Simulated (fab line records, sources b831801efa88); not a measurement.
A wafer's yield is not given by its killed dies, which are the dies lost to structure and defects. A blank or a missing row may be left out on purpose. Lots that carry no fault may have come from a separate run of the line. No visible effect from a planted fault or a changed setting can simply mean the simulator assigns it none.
fab line records + flow sky130
[record]
- lots = 6
- wafers = 18
- last-day = 50
route steps=708 shown CAP2M@611 METAL4@621 PAD_OPEN@708
lots that met no fault: from a run of the same line without faults
start-h: hours from the record's first day to the start of the lot's first wafer shown + wait-h: hours elapsed since this lot's preceding step + " identical to the entry in the row above + L1.1+2: a single row standing in for several wafers + - no value present, or no start provided + * or withheld: withheld + < > ~ a bound
route shown NAME@n: names a module that has steps shown in the file, with the first one's number in the route + usual: mean/standard deviation taken from wafers without a fault + same: alike in all rows + chamber/n: place in a boat + sites: per-site readings + _std_site: how widely they spread, as a standard deviation + _edge_site: inner sites' mean taken away from outer sites' mean + radius-mm: how far each site lies from the wafer's centre + mask NAME#n: copy n + behind: the most recent tool/chamber to have shaped the wafer + hold: what put the lot on hold/how long, in hours/how the hold closed + device: transistor that didn't switch, given as n, p or np + end of line: the same wafers' tests at the end of the route + a step given without rows: its recipe and nothing more + killed: dies that structure and defects cost at the first sort, which is not the same as the wafer's yield + map: shows each die of a wafer: x if killed, . if not, _ if none is there
set.NAME: the setting as run; set.NAME@STEP: as run at that earlier step + model.NAME: the simulator's own value behind a step, which no gauge read
lots seen at some steps along the route; tables by step, rows by wafer
services: when a tool's chamber went out of use (start-h, in hours from the record's first day, below 0 if earlier), for how many hours, and the reason
[[steps]]
[step SKY_CAP2M_SOFTBAKE_08]
[recipe]
- temp-c = 90
- time-s = 60
- resist = NOVOLAK
[step SKY_CAP2M_EXPOSE_09]
[recipe]
- mask-id = CAP2M
- na = 0.6
- source-shape = conventional
- sigma-outer = 0.6
- polarization = unpolarized
- target-cd-nm = 1000
- dose-mj = 159
[step SKY_CAP2M_PEB_10]
[recipe]
- temp-c = withheld
- time-s = *
- resist = NOVOLAK
[step SKY_CAP2M_DEVELOP_11]
[recipe]
- resist = NOVOLAK
- developer = TMAH
- develop-time-s = 60
- dev-temp-c = 23
[step SKY_CAP2M_OVL_MEAS_12]
[usual]
- CAP2M_OVL = -0.6/1.5
| lot.wafer | tool       | chamber | start-h | wait-h | CAP2M_OVL[nm] |
|-----------|------------|---------|---------|--------|---------------|
| L946.1    | overlay-01 | -       | 968.20  | 0.1    | 0.3           |
| L946.3    | "          | -       | "       | "      | -0.7          |
| L946.6    | "          | -       | "       | "      | -0.2          |
| L947.1    | overlay-01 | -       | 977.78  | 0.1    | -1.2          |
| L947.4    | "          | -       | "       | "      | -2.4          |
| L947.5    | "          | -       | "       | "      | -1.5          |
| L959.2    | overlay-01 | -       | 1071.14 | 0.1    | 2.8           |
| L959.3    | "          | -       | "       | "      | 2.5           |
| L959.6    | "          | -       | "       | "      | 3.2           |
| L960.1    | overlay-02 | -       | 1072.60 | 0.1    | 0.1           |
| L960.4    | "          | -       | "       | "      | -1.0          |
| L960.6    | "          | -       | "       | "      | -2.0          |
| L965.3    | overlay-01 | -       | 1096.09 | 0.1    | -3.3          |
| L965.4    | "          | -       | "       | "      | -2.3          |
| L965.5    | "          | -       | "       | "      | -1.9          |
| L966.1    | overlay-01 | -       | 1103.45 | 0.1    | 0.4           |
| L966.2    | "          | -       | "       | "      | 1.0           |
| L966.4    | "          | -       | "       | "      | 2.1           |
[step SKY_CAP2M_METAL_ETCH_13]
[recipe]
- target-depth-nm = 220
- stop-on = SiO2
- chemistry = Cl2/BCl3
- target = TiN
- pressure-mtorr = 10
- icp-w = 900
- bias-w = 48.5
- Cl2_flow_sccm = 60
- bcl3-flow-sccm = 30
- time-s = 62.9
[usual]
- bcl3-flow-sccm = 30.00/0.091
- chamber-pressure-mTorr = 10.000/0.0087
- drypump-motor-current-A = 5.9/0.39
- oes-product-au = 0.939/0.0073
- throttle-valve-pct = 21.903/0.01
| lot.wafer | tool         | chamber | start-h | wait-h | bcl3-flow-sccm | chamber-pressure-mTorr | drypump-motor-current-A | oes-product-au | rf-hours-counter-h | throttle-valve-pct |
|-----------|--------------|---------|---------|--------|----------------|------------------------|-------------------------|----------------|--------------------|--------------------|
| L946.1    | rie-metal-04 | 1       | 968.24  | 0.0    | 30.07          | 10.011                 | 6.2                     | 0.925          | 16                 | 21.898             |
| L946.3    | "            | 1       | "       | "      | 29.96          | 10.004                 | 6.1                     | 0.943          | -                  | 21.915             |
| L946.6    | "            | 1       | "       | "      | 29.71          | 9.991                  | 6.1                     | 0.932          | -                  | 21.914             |
| L947.1    | rie-metal-02 | 0       | 977.82  | 0.0    | 30.09          | 9.980                  | 6.4                     | 0.940          | 13                 | 21.898             |
| L947.4    | "            | 1       | "       | "      | 29.96          | 9.985                  | 5.2                     | 0.951          | -                  | 21.877             |
| L947.5    | "            | 0       | "       | "      | 30.25          | 9.984                  | 6.4                     | 0.945          | -                  | 21.915             |
| L959.2    | rie-metal-03 | 0       | 1071.17 | 0.0    | 29.97          | 10.001                 | 6.1                     | 0.933          | 18                 | 21.898             |
| L959.3    | "            | 0       | "       | "      | 30.03          | 10.002                 | 6.1                     | 0.944          | -                  | 21.925             |
| L959.6    | "            | 1       | "       | "      | 29.92          | 10.010                 | 5.6                     | 0.940          | -                  | 21.896             |
| L960.1    | rie-metal-02 | 1       | 1072.64 | 0.0    | 29.96          | 10.001                 | 5.2                     | 0.937          | 23                 | 21.892             |
| L960.4    | "            | 1       | "       | "      | 29.99          | 9.996                  | 5.2                     | 0.939          | -                  | 21.900             |
| L960.6    | "            | 1       | "       | "      | 29.94          | 10.005                 | 5.2                     | 0.943          | -                  | 21.890             |
| L965.3    | rie-metal-02 | 0       | 1096.17 | 0.1    | 29.87          | 10.002                 | 6.4                     | 0.938          | -                  | 21.917             |
| L965.4    | "            | 0       | "       | "      | 29.98          | 10.011                 | 6.4                     | 0.931          | -                  | 21.909             |
| L965.5    | "            | 0       | "       | "      | 29.92          | 9.986                  | 6.4                     | 0.939          | -                  | 21.903             |
| L966.1    | rie-metal-03 | 1       | 1103.49 | 0.0    | 29.99          | 10.015                 | 5.6                     | 0.926          | 17                 | 21.899             |
| L966.2    | "            | 0       | "       | "      | 30.06          | 10.004                 | 6.1                     | 0.925          | 21                 | 21.904             |
| L966.4    | "            | 1       | "       | "      | 29.91          | 9.989                  | 5.6                     | 0.939          | -                  | 21.888             |
[step SKY_CAP2M_STRIP_14]
[recipe]
- chemistry = O2/N2
- power-w = 1400
- pressure-mtorr = 1500
- platen-temp-c = withheld
- o2-flow-sccm = 3000
- n2-flow-sccm = 300
- overash-fraction = 0.5
[usual]
- chamber-pressure-mTorr = 1500.1/1.4
- drypump-motor-current-A = 5.3/0.39
- o2-flow-sccm = 3001/8.6
- oes-product-au = 0.710/0.0048
- strip-time-to-endpoint-s = 12.67/0.041
| lot.wafer | tool            | chamber | start-h | wait-h | chamber-pressure-mTorr | drypump-motor-current-A | o2-flow-sccm | oes-product-au | rf-hours-counter-h | strip-time-to-endpoint-s |
|-----------|-----------------|---------|---------|--------|------------------------|-------------------------|--------------|----------------|--------------------|--------------------------|
| L946.1    | plasma-asher-02 | 0       | 968.32  | 0.1    | 1499.6                 | 5.0                     | 3015         | 0.705          | 22                 | 12.66                    |
| L946.3    | "               | 1       | "       | "      | 1499.1                 | 5.0                     | 3002         | 0.706          | -                  | 12.66                    |
| L946.6    | "               | 0       | "       | "      | 1499.5                 | 5.0                     | 3014         | 0.710          | -                  | 12.63                    |
| L947.1    | plasma-asher-01 | 0       | 977.89  | 0.1    | 1499.1                 | 5.4                     | 3008         | 0.707          | 81                 | 12.63                    |
| L947.4    | "               | 0       | "       | "      | 1501.2                 | 5.3                     | 2994         | 0.703          | -                  | 12.62                    |
| L947.5    | "               | 1       | "       | "      | 1497.9                 | 5.8                     | 3000         | 0.714          | -                  | 12.68                    |
| L959.2    | plasma-asher-02 | 0       | 1071.25 | 0.1    | 1499.9                 | 5.0                     | 2998         | 0.713          | 33                 | 12.70                    |
| L959.3    | "               | 0       | "       | "      | 1500.5                 | 5.1                     | 2995         | 0.704          | -                  | 12.63                    |
| L959.6    | "               | 0       | "       | "      | 1498.9                 | 5.1                     | 3002         | 0.716          | -                  | 12.73                    |
| L960.1    | plasma-asher-04 | 0       | 1072.79 | 0.1    | 1498.1                 | 4.9                     | 3000         | 0.704          | 0                  | 12.59                    |
| L960.4    | "               | 1       | "       | "      | 1500.7                 | 5.9                     | 2993         | 0.705          | -                  | 12.61                    |
| L960.6    | "               | 1       | "       | "      | 1501.2                 | 5.9                     | 2997         | 0.711          | -                  | 12.57                    |
| L965.3    | plasma-asher-01 | 1       | 1096.31 | 0.1    | 1499.2                 | 5.8                     | 2995         | 0.718          | -                  | 12.71                    |
| L965.4    | "               | 0       | "       | "      | 1500.2                 | 5.3                     | 3014         | 0.708          | -                  | 12.67                    |
| L965.5    | "               | 0       | "       | "      | 1498.9                 | 5.4                     | 3016         | 0.708          | -                  | 12.73                    |
| L966.1    | plasma-asher-01 | 0       | 1103.57 | 0.1    | 1497.7                 | 5.3                     | 3015         | 0.710          | 93                 | 12.64                    |
| L966.2    | "               | 1       | "       | "      | 1500.3                 | 5.8                     | 2993         | 0.718          | 93                 | 12.66                    |
| L966.4    | "               | 0       | "       | "      | 1500.1                 | 5.4                     | 2996         | 0.710          | -                  | 12.67                    |
[step SKY_CAP2M_STRIP_15]
[recipe]
- chemistry = post-etch-residue-remover
- time-s = 1200
- temp-c = 72.5
[step SKY_CAP2M_CLEAN_16]
[recipe]
- chemistry = IPA
- time-s = 180
- temp-c = 25
[step SKY_CAP2M_CLEAN_17]
[recipe]
- chemistry = O3/DIW
- dry = n2-spin
[step SKY_METAL4_DEHYDRATE_05]
[recipe]
- temp-c = 200
- time-s = 60
[step SKY_METAL4_HMDS_06]
[recipe]
- prime-time-s = 60
- prime-temp-c = 120
[step SKY_METAL4_COAT_07]
[recipe]
- resist = BARC
- temp-c = withheld
- time-s = withheld
- spin-rpm = 3000
- resist-thk-nm = 60
[usual]
- exhaust-pa = 45.1/0.78
- spin-speed-rpm = 3000.3/1.8
| lot.wafer | tool           | chamber | start-h | wait-h | exhaust-pa | spin-speed-rpm |
|-----------|----------------|---------|---------|--------|------------|----------------|
| L946.1    | litho-track-03 | 0       | 980.74  | 0.1    | 44.1       | 3000.8         |
| L946.3    | "              | 0       | "       | "      | 44.4       | 2998.3         |
| L946.6    | "              | 0       | "       | "      | 43.9       | 3005.2         |
| L947.1    | litho-track-04 | 0       | 989.36  | 0.1    | 45.6       | 3003.0         |
| L947.4    | "              | 0       | "       | "      | 44.8       | 3001.2         |
| L947.5    | "              | 0       | "       | "      | 44.6       | 3001.6         |
| L959.2    | litho-track-04 | 0       | 1081.73 | 0.1    | 45.0       | 2939.4         |
| L959.3    | "              | 0       | "       | "      | 46.5       | 2940.8         |
| L959.6    | "              | 0       | "       | "      | 45.8       | 2939.8         |
| L960.1    | litho-track-04 | 0       | 1083.16 | 0.1    | 45.9       | 2940.7         |
| L960.4    | "              | 0       | "       | "      | 45.1       | 2939.1         |
| L960.6    | "              | 0       | "       | "      | 45.2       | 2938.5         |
| L965.3    | litho-track-03 | 0       | 1106.44 | 0.1    | 45.7       | 2999.8         |
| L965.4    | "              | 0       | "       | "      | 44.8       | 3000.8         |
| L965.5    | "              | 0       | "       | "      | 44.6       | 2997.7         |
| L966.1    | litho-track-03 | 0       | 1113.69 | 0.1    | 45.7       | 3000.4         |
| L966.2    | "              | 0       | "       | "      | 47.0       | 3001.2         |
| L966.4    | "              | 0       | "       | "      | 45.4       | 2999.0         |
[step SKY_METAL4_COAT_08]
[recipe]
- resist = KrF-thick
- spin-rpm = 3000
- resist-thk-nm = 1140
[step SKY_METAL4_SOFTBAKE_09]
[recipe]
- temp-c = 100
- time-s = 90
- resist = KrF-thick
[step SKY_METAL4_EXPOSE_10]
[recipe]
- mask-id = MM4
- na = 0.68
- source-shape = annular
- sigma-inner = 0.4
- sigma-outer = 0.8
- target-cd-nm = 300
- dose-mj = 28
[step SKY_METAL4_PEB_11]
[recipe]
- peb-temp-c = withheld
- peb-time-s = withheld
- resist = KrF-thick
[step SKY_METAL4_DEVELOP_12]
[recipe]
- develop-time-s = 60
- resist = KrF-thick
- dev-temp-c = 20.29
[step SKY_METAL4_CD_MEAS_13]
[recipe]
- target-cd-nm = 300
[usual]
- cd-nm = 300.4/1.5
| lot.wafer | tool      | chamber | start-h | wait-h | cd-nm |
|-----------|-----------|---------|---------|--------|-------|
| L946.1    | cd-sem-01 | -       | 992.01  | -      | 302.1 |
| L946.3    | "         | -       | "       | "      | 300.8 |
| L946.6    | "         | -       | "       | "      | 300.6 |
| L947.1    | cd-sem-02 | -       | 1002.43 | -      | 297.8 |
| L947.4    | "         | -       | "       | "      | 299.4 |
| L947.5    | "         | -       | "       | "      | 299.4 |
| L959.2    | cd-sem-01 | -       | 1092.80 | -      | 302.7 |
| L959.3    | "         | -       | "       | "      | 302.4 |
| L959.6    | "         | -       | "       | "      | 300.5 |
| L960.1    | cd-sem-01 | -       | 1094.33 | -      | 299.6 |
| L960.4    | "         | -       | "       | "      | 299.6 |
| L960.6    | "         | -       | "       | "      | 298.8 |
| L965.3    | cd-sem-01 | -       | 1116.87 | -      | 298.8 |
| L965.4    | "         | -       | "       | "      | 298.9 |
| L965.5    | "         | -       | "       | "      | 298.4 |
| L966.1    | cd-sem-02 | -       | 1123.48 | -      | 297.3 |
| L966.2    | "         | -       | "       | "      | 297.9 |
| L966.4    | "         | -       | "       | "      | 299.2 |
[step SKY_METAL4_OVL_MEAS_14]
[usual]
- METAL4_OVL = 2/5.7
| lot.wafer | tool       | chamber | start-h | wait-h | METAL4_OVL[nm] |
|-----------|------------|---------|---------|--------|----------------|
| L946.1    | overlay-02 | -       | 992.13  | 0.1    | 6              |
| L946.3    | "          | -       | "       | "      | 1              |
| L946.6    | "          | -       | "       | "      | 7              |
| L947.1    | overlay-01 | -       | 1002.55 | 0.1    | 0              |
| L947.4    | "          | -       | "       | "      | -1             |
| L947.5    | "          | -       | "       | "      | 4              |
| L959.2    | overlay-01 | -       | 1092.91 | 0.1    | 5              |
| L959.3    | "          | -       | "       | "      | 1              |
| L959.6    | "          | -       | "       | "      | -1             |
| L960.1    | overlay-02 | -       | 1094.45 | 0.1    | 6              |
| L960.4    | "          | -       | "       | "      | 3              |
| L960.6    | "          | -       | "       | "      | 1              |
| L965.3    | overlay-02 | -       | 1116.96 | 0.1    | 1              |
| L965.4    | "          | -       | "       | "      | 6              |
| L965.5    | "          | -       | "       | "      | -2             |
| L966.1    | overlay-01 | -       | 1123.60 | 0.1    | 1              |
| L966.2    | "          | -       | "       | "      | 13             |
| L966.4    | "          | -       | "       | "      | 6              |
[step SKY_METAL4_DESCUM_15]
[recipe]
- chemistry = O2
- source-power-w = 150
- bias-power-w = 0
- pressure-mtorr = 10
- temp-c = 40
- time-s = 8
[usual]
- chamber-pressure-mTorr = 9.999/0.009
- drypump-motor-current-A = 6.0/0.34
- oes-product-au = 0.998/0.009
| lot.wafer | tool         | chamber | start-h | wait-h | chamber-pressure-mTorr | drypump-motor-current-A | oes-product-au | rf-hours-counter-h |
|-----------|--------------|---------|---------|--------|------------------------|-------------------------|----------------|--------------------|
| L946.1    | rie-metal-04 | 1       | 992.16  | 0.0    | 10.002                 | 6.1                     | 1.001          | 17                 |
| L946.3    | "            | 0       | "       | "      | 10.002                 | 6.1                     | 0.996          | -                  |
| L946.6    | "            | 0       | "       | "      | 10.014                 | 6.1                     | 0.993          | -                  |
| L947.1    | rie-metal-04 | 1       | 1002.59 | 0.0    | 9.996                  | 6.1                     | 1.006          | 18                 |
| L947.4    | "            | 1       | "       | "      | 9.995                  | 6.0                     | 0.997          | -                  |
| L947.5    | "            | 0       | "       | "      | 10.000                 | 6.1                     | 0.996          | -                  |
| L959.2    | rie-metal-02 | 0       | 1092.95 | 0.0    | 9.996                  | 6.4                     | 1.000          | -                  |
| L959.3    | "            | 0       | "       | "      | 10.011                 | 6.4                     | 0.989          | -                  |
| L959.6    | "            | 0       | "       | "      | 9.986                  | 6.4                     | 0.988          | -                  |
| L960.1    | rie-metal-01 | 1       | 1094.49 | 0.0    | 10.010                 | 6.0                     | 1.005          | 14                 |
| L960.4    | "            | 1       | "       | "      | 10.005                 | 6.0                     | 1.000          | -                  |
| L960.6    | "            | 1       | "       | "      | 9.996                  | 6.0                     | 0.985          | -                  |
| L965.3    | rie-metal-02 | 1       | 1117.00 | 0.0    | 9.994                  | 5.2                     | 0.992          | -                  |
| L965.4    | "            | 0       | "       | "      | 10.002                 | 6.4                     | 0.997          | -                  |
| L965.5    | "            | 0       | "       | "      | 9.996                  | 6.4                     | 0.992          | -                  |
| L966.1    | rie-metal-01 | 1       | 1123.64 | 0.0    | 9.991                  | 6.0                     | 0.987          | 17                 |
| L966.2    | "            | 1       | "       | "      | 9.992                  | 6.0                     | 0.994          | -                  |
| L966.4    | "            | 1       | "       | "      | 10.006                 | 6.0                     | 0.990          | -                  |
[step SKY_METAL4_ETCH_16]
[recipe]
- chemistry = N2/H2
- target = BARC
- ion-energy-ev = 200
- bias-w = 100
- pressure-mtorr = 30
- n2-flow-sccm = 100
- h2-flow-sccm = 200
- icp-w = 500
- stop-on = SiO2
- time-s = 88.2
- target-depth-a = 600
[usual]
- chamber-pressure-mTorr = 30.000/0.027
- drypump-motor-current-A = 6.0/0.33
- oes-product-au = 0.625/0.0048
- throttle-valve-pct = 13.205/0.0091
| lot.wafer | tool         | chamber | start-h | wait-h | chamber-pressure-mTorr | drypump-motor-current-A | oes-product-au | rf-hours-counter-h | throttle-valve-pct | model.etch.depth-nm |
|-----------|--------------|---------|---------|--------|------------------------|-------------------------|----------------|--------------------|--------------------|---------------------|
| L946.1    | rie-metal-04 | 1       | 992.20  | 0.0    | 30.025                 | 6.1                     | 0.612          | 17                 | 13.206             | 59.87               |
| L946.3    | "            | 0       | "       | "      | 29.981                 | 6.1                     | 0.623          | -                  | 13.221             | 59.88               |
| L946.6    | "            | 0       | "       | "      | 29.984                 | 6.1                     | 0.631          | -                  | 13.202             | 59.81               |
| L947.1    | rie-metal-04 | 1       | 1002.62 | 0.0    | 30.011                 | 6.1                     | 0.624          | 18                 | 13.206             | 59.96               |
| L947.4    | "            | 1       | "       | "      | 30.029                 | 6.1                     | 0.620          | -                  | 13.199             | 59.91               |
| L947.5    | "            | 0       | "       | "      | 29.990                 | 6.1                     | 0.622          | -                  | 13.201             | 59.96               |
| L959.2    | rie-metal-02 | 0       | 1093.03 | 0.1    | 29.980                 | 6.4                     | 0.631          | -                  | 13.189             | 60.86               |
| L959.3    | "            | 0       | "       | "      | 29.955                 | 6.4                     | 0.627          | -                  | 13.208             | 60.88               |
| L959.6    | "            | 0       | "       | "      | 30.011                 | 6.4                     | 0.623          | -                  | 13.206             | 60.85               |
| L960.1    | rie-metal-01 | 1       | 1094.52 | 0.0    | 30.029                 | 6.0                     | 0.627          | 14                 | 13.196             | 60.51               |
| L960.4    | "            | 1       | "       | "      | 29.994                 | 6.0                     | 0.630          | -                  | 13.210             | 60.45               |
| L960.6    | "            | 1       | "       | "      | 29.978                 | 6.0                     | 0.633          | -                  | 13.202             | 60.5                |
| L965.3    | rie-metal-02 | 1       | 1117.05 | 0.0    | 30.024                 | 5.2                     | 0.624          | -                  | 13.193             | 59.92               |
| L965.4    | "            | 0       | "       | "      | 29.991                 | 6.4                     | 0.622          | -                  | 13.203             | 60.14               |
| L965.5    | "            | 0       | "       | "      | 29.989                 | 6.4                     | 0.621          | -                  | 13.200             | 59.91               |
| L966.1    | rie-metal-01 | 1       | 1123.70 | 0.1    | 30.005                 | 6.0                     | 0.630          | 17                 | 13.209             | 60.09               |
| L966.2    | "            | 1       | "       | "      | 30.021                 | 6.0                     | 0.624          | -                  | 13.221             | 60.1                |
| L966.4    | "            | 1       | "       | "      | 30.016                 | 6.0                     | 0.623          | -                  | 13.197             | 60.27               |
[step SKY_METAL4_ETCH_17]
[recipe]
- target = SiO2
- stop-on = TiN
- chemistry = C4F8/O2/Ar
- source-w = 1500
- bias-w = 1185
- pressure-mtorr = 40
- c4f8-flow-sccm = withheld
- O2_flow_sccm = 6
- Ar_flow_sccm = 300
- time-s = 3.9
- target-depth-a = 150
[usual]
- chamber-pressure-mTorr = 40.01/0.038
- oes-product-au = 0.758/0.0065
| lot.wafer | tool        | chamber | start-h | wait-h | chamber-pressure-mTorr | oes-product-au | rf-hours-counter-h |
|-----------|-------------|---------|---------|--------|------------------------|----------------|--------------------|
| L946.1    | rie-diel-04 | 2       | 992.29  | 0.1    | 39.96                  | 0.758          | 19                 |
| L946.3    | "           | 1       | "       | "      | 40.05                  | 0.761          | 10                 |
| L946.6    | "           | 3       | "       | "      | 39.98                  | 0.751          | -                  |
| L947.1    | rie-diel-04 | 2       | 1002.72 | 0.1    | 39.97                  | 0.745          | 19                 |
| L947.4    | "           | 3       | "       | "      | 40.04                  | 0.761          | 19                 |
| L947.5    | "           | 0       | "       | "      | 40.02                  | 0.756          | -                  |
| L959.2    | rie-diel-04 | 1       | 1093.20 | 0.1    | 39.99                  | 0.752          | 13                 |
| L959.3    | "           | 2       | "       | "      | 40.04                  | 0.754          | 22                 |
| L959.6    | "           | 3       | "       | "      | 40.03                  | 0.756          | -                  |
| L960.1    | rie-diel-03 | 1       | 1094.62 | 0.1    | 40.03                  | 0.749          | 12                 |
| L960.4    | "           | 3       | "       | "      | 40.06                  | 0.759          | 10                 |
| L960.6    | "           | 0       | "       | "      | 40.03                  | 0.763          | -                  |
| L965.3    | rie-diel-03 | 2       | 1117.12 | 0.0    | 39.99                  | 0.762          | 23                 |
| L965.4    | "           | 3       | "       | "      | 40.00                  | 0.751          | 11                 |
| L965.5    | "           | 3       | "       | "      | 39.95                  | 0.757          | -                  |
| L966.1    | rie-diel-02 | 3       | 1123.90 | 0.2    | 40.01                  | 0.754          | 31                 |
| L966.2    | "           | 0       | "       | "      | 40.06                  | 0.758          | 26                 |
| L966.4    | "           | 2       | "       | "      | 39.97                  | 0.767          | 11                 |
[step SKY_PAD_OPEN_PROBE_99]
[usual]
- defect-limited-yield = 82.5/1.8
- killed_at_M0_to_M3 = 43/6.5
- killed_at_M4_up = 3.1/1.8
- killed-at-contacts = 24/4.8
- killed-at-front-end = 15/4.7
- killed-at-other = 0.3/0.58
- killed-dies = 86/8.6
- killed-open = 47/6.7
- killed-short = 39/6.1
- sort_bin_3_pad_short = 0.8/0.38
- sort_bin_5_function = 10.4/1.3
- sort_bin_6_memory = 6.2/1.1
- sort-n-pass = 406/8.6
- sort-yield-pct = 82.5/1.8
[same]
- gross-dies = 492
- killed-at-back-side = 0
- sort_bin_4_leakage[%] = 0
- sort_bin_8_speed[%] = 0
| lot.wafer | tool      | chamber | start-h | wait-h | defect-limited-yield[%] | killed_at_M0_to_M3 | killed_at_M4_up | killed-at-contacts | killed-at-front-end | killed-at-other | killed-dies | killed-open | killed-short | sort_bin_3_pad_short[%] | sort_bin_5_function[%] | sort_bin_6_memory[%] | sort-n-pass | sort-yield-pct[%] |
|-----------|-----------|---------|---------|--------|-------------------------|--------------------|-----------------|--------------------|---------------------|-----------------|-------------|-------------|--------------|-------------------------|------------------------|----------------------|-------------|-------------------|
| L946.1    | prober-02 | -       | 1085.89 | 0.1    | 81.9                    | 51                 | 4               | 23                 | 11                  | 0               | 89          | 54          | 35           | 1.2                     | 12.0                   | 4.9                  | 403         | 81.9              |
| L946.3    | prober-02 | -       | 1085.99 | 0.2    | 81.9                    | 49                 | 2               | 19                 | 19                  | 0               | 89          | 51          | 38           | 0.6                     | 11.0                   | 6.5                  | 403         | 81.9              |
| L946.6    | prober-02 | -       | 1086.14 | 0.2    | 80.5                    | 41                 | 3               | 27                 | 25                  | 0               | 96          | 50          | 46           | 1.0                     | 11.2                   | 7.3                  | 396         | 80.5              |
| L960.1    | prober-01 | -       | 1176.04 | 0.1    | 84.6                    | 44                 | 3               | 19                 | 9                   | 1               | 76          | 50          | 26           | 0.4                     | 9.3                    | 5.7                  | 416         | 84.6              |
| L960.4    | prober-01 | -       | 1176.19 | 0.2    | 81.1                    | 45                 | 5               | 23                 | 19                  | 1               | 93          | 48          | 45           | 1.0                     | 10.0                   | 7.9                  | 399         | 81.1              |
| L960.6    | prober-01 | -       | 1176.29 | 0.2    | 81.9                    | 46                 | 2               | 23                 | 18                  | 0               | 89          | 50          | 39           | 0.8                     | 9.6                    | 7.7                  | 403         | 81.9              |
// killed by level:class
L946.1 VIA1:geometric-particle:open=17 CONTACT:geometric-particle:open=10 VIA3:geometric-particle:open=7 VIA2:geometric-particle:open=5 LI_CONTACT:geometric-particle:open=5 METAL1:geometric-particle:short=5 FIELD_ISO:geometric-particle:short=4 METAL2:geometric-particle:short=4
L946.3 VIA1:geometric-particle:open=13 LI_CONTACT:geometric-particle:open=10 VIA2:geometric-particle:open=7 VIA3:geometric-particle:open=6 FIELD_ISO:geometric-particle:short=5 POLY_GATE:geometric-particle:short=5 METAL1:geometric-particle:short=5 VIA1:geometric-particle:short=5
L946.6 POLY_GATE:geometric-particle:short=12 LI_CONTACT:geometric-particle:open=9 CONTACT:geometric-particle:open=9 VIA1:geometric-particle:open=9 VIA1:geometric-particle:short=7 METAL1:geometric-particle:short=6 POLY_GATE:geometric-particle:open=5 CONTACT:geometric-particle:short=5
L960.1 VIA3:geometric-particle:open=11 VIA1:geometric-particle:open=10 CONTACT:geometric-particle:open=8 VIA2:geometric-particle:open=7 LI_CONTACT:geometric-particle:open=6 VIA1:geometric-particle:short=4 POLY_GATE:geometric-particle:short=4 METAL1:geometric-particle:short=4
L960.4 VIA2:geometric-particle:open=10 CONTACT:geometric-particle:open=8 VIA3:geometric-particle:open=7 METAL2:geometric-particle:short=6 FIELD_ISO:geometric-particle:short=5 POLY_GATE:geometric-particle:short=5 METAL4:geometric-particle:short=5 VIA1:geometric-particle:open=5
L960.6 VIA1:geometric-particle:open=13 CONTACT:geometric-particle:open=9 METAL2:geometric-particle:short=6 VIA2:geometric-particle:open=6 VIA3:geometric-particle:open=6 VIA1:geometric-particle:short=5 FIELD_ISO:geometric-particle:open=4 POLY_GATE:geometric-particle:short=4
[[services]]
| tool            | chamber | start-h | hours | kind   |
|-----------------|---------|---------|-------|--------|
| rie-diel-04     | -       | 945.68  | 10.7  | repair |
| rie-diel-03     | 1       | 961.63  | 15.9  | repair |
| rie-diel-04     | 0       | 962.54  | 6.4   | repair |
| plasma-asher-01 | -       | 982.43  | 0.4   | repair |
| rie-metal-04    | -       | 988.89  | 2.8   | pm     |
| rie-metal-01    | -       | 989.50  | 1.4   | pm     |
| plasma-asher-01 | -       | 999.09  | 3.7   | repair |
| plasma-asher-02 | -       | 1008.19 | 2.8   | pm     |
| plasma-asher-01 | -       | 1018.19 | 0.9   | repair |
| rie-diel-03     | 0       | 1018.39 | 5.8   | repair |
| rie-diel-03     | -       | 1018.99 | 14.6  | pm     |
| rie-diel-04     | -       | 1049.38 | 1.0   | repair |
| rie-metal-02    | -       | 1052.29 | 4.3   | pm     |
| rie-diel-04     | 0       | 1054.29 | 12.6  | repair |
| rie-diel-04     | 1       | 1056.12 | 11.0  | repair |
| plasma-asher-02 | -       | 1063.33 | 0.8   | repair |
| rie-metal-03    | -       | 1069.41 | 0.6   | repair |
| rie-metal-02    | 0       | 1072.14 | 4.6   | repair |
| rie-diel-04     | 0       | 1089.42 | 28.3  | repair |
| rie-metal-04    | -       | 1105.95 | 0.7   | repair |
| rie-diel-03     | 3       | 1106.37 | 6.4   | repair |
| rie-diel-03     | -       | 1118.40 | 0.5   | repair |
| rie-metal-01    | 0       | 1119.43 | 25.7  | repair |
| rie-metal-03    | -       | 1121.55 | 0.8   | repair |
[[key]]
[first-sign]
- step = SKY_METAL4_COAT_07
- reading = spin-speed-rpm
- direction = down
- sigmas = 34
- usual = 3000.3
- struck = 2939.7
effect none on later readings
[model-effect]
- step = SKY_METAL4_ETCH_16
- value = etch.depth-nm
- without = 60.07
- struck = 60.68
met-at SKY_METAL4_COAT_07
struck-wafers L959.2,L959.3,L959.6,L960.1,L960.4,L960.6
onset-between 989.36 1081.73
[fault]
- kind = process-parameter-drift
- tool = litho-track-04
- chamber = -
- onset-h = 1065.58
- steps = SKY_METAL4_COAT_07
- channel = spin-rpm
- offset = -59.128
- shape = step
- end-h = 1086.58
- acts-in = these-recipes-only
- stated = 3000
